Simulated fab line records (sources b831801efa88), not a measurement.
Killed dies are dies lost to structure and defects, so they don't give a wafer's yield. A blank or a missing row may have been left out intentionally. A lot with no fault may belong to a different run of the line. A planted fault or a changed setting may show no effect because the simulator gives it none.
What tool caused it?    flow sky130    11 lots, 33 wafers sampled, at 1 step of a route of 708

== WHAT THE GAUGES READ, wafer by wafer ==
SKY_VIA1_THK_MEAS_01.
lot   measured      on             VIA1_HDPCVD_THK (nm)
L927  day 33 17:34  film metro-01  1048 1042 1036
L930  day 34 11:25  film metro-04  1020 1029 1035
L934  day 35 23:42  film metro-01  1026 1021 1025
L935  day 36 00:37  film metro-04  1031 1027 1042
L936  day 36 08:16  film metro-04  1040 1037 1016
L942  day 38 04:41  film metro-02  1038 1041 1024
L944  day 38 15:15  film metro-01  1028 1016 1042
L945  day 38 18:19  film metro-02  1037 1037 1034
L946  day 39 02:22  film metro-01  1035 1034 1030
L948  day 39 13:50  film metro-01  1036 1031 1036
L949  day 39 23:28  film metro-04  1029 1039 1028

== WHAT TOOL EACH LOT RAN ON (gives the tool, then ch and the chambers of the sampled wafers, and finally the start) ==
The record holds no process step before these readings.

== WHAT THE TOOLS THEMSELVES READ (means of the sampled wafers that have a number; where no wafer has one, the mark that the record gives instead) ==
The record holds no such reading with a usual standard deviation.

== THE ANSWER, worked out from the rows above alone ==
Rule: what is usual is taken from the lots themselves. Put in order of their means at a reading, lots are off if they are a third of the lots or fewer, leave a main group of 4 or more, and stand apart from it by a gap of 3 or more times the standard deviation of the main group's means; of several such gaps the widest counts. The tables above print the reading to a certain number of digits; a main group whose means all agree to those digits is not used. A lot without any number at a reading at which 4 lots or more have one is off too. Where the step has rows for the other lots, those lots are counted as sound. Order of review: gauges by route order, followed by the tools' own readings, for which a lot's mean as printed above is used. At the first step where some lot is off, the reading lying furthest off is the one used; lots without a number count as furthest.
No lot is off at any reading shown: from this, nothing can be told.

== WHAT HAD BEEN PUT IN BY THE SIMULATOR ==
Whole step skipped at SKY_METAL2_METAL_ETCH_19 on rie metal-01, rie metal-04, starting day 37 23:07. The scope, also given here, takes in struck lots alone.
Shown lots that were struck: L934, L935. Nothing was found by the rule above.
